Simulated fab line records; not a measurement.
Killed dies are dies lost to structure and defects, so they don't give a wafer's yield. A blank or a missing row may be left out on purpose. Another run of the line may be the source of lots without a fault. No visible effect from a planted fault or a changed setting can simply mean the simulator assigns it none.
Matching of chambers :: flow gf180mcu :: GF_PASSIVATION_CVD_00 on pecvd-03 has 3 sister chambers
The step deposits SiO2 from TEOS, target thk 1000 nm, time 111.95 s. 3 wafers are shown with their chamber, then 8 later ones without.

== WAFERS WITH THEIR CHAMBER ==
wafer: L983.2
chamber: 1
heater power w (W): 628

wafer: L983.5
chamber: 0
heater power w (W): 674

wafer: L987.1
chamber: 2
heater power w (W): 680

== WAFERS WITH NO CHAMBER GIVEN ==
wafer: L987.3
heater power w (W): 748

wafer: L987.4
heater power w (W): 764

wafer: L989.1
heater power w (W): 617

wafer: L989.3
heater power w (W): 762

wafer: L989.5
heater power w (W): 570

wafer: L993.1
heater power w (W): 730

wafer: L993.2
heater power w (W): 759

wafer: L993.3
heater power w (W): 598

== THE CHAMBER EACH PASSED THROUGH ==
wafer: L987.3
from the rows above: can't be placed: 2 or 0 or 1
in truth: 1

wafer: L987.4
from the rows above: can't be placed: 2 or 0 or 1
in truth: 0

wafer: L989.1
from the rows above: can't be placed: 1 or 0 or 2
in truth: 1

wafer: L989.3
from the rows above: can't be placed: 2 or 0 or 1
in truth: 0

wafer: L989.5
from the rows above: can't be placed: 1 or 0 or 2
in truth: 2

wafer: L993.1
from the rows above: can't be placed: 2 or 0 or 1
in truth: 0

wafer: L993.2
from the rows above: can't be placed: 2 or 0 or 1
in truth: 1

wafer: L993.3
from the rows above: can't be placed: 1 or 0 or 2
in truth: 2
Correct placement for 0 of the 8. Unplaceable from these rows: 8, with the true chamber sitting among the candidates in 8. 0 placed wrongly.
How it was worked out, from the rows above alone: a wafer's distance from a chamber is the root of the sum, over the readings, of the square of ((its reading less the chamber's mean) divided by the reading's scatter). The wafer belongs to the nearest chamber; if the next one is less than 2 further off, it can't be placed. The mean given for a chamber averages the wafers shown for that chamber. The scatter: root of mean squared gap, hidden wafer to nearest shown wafer, with one shown wafer a chamber.
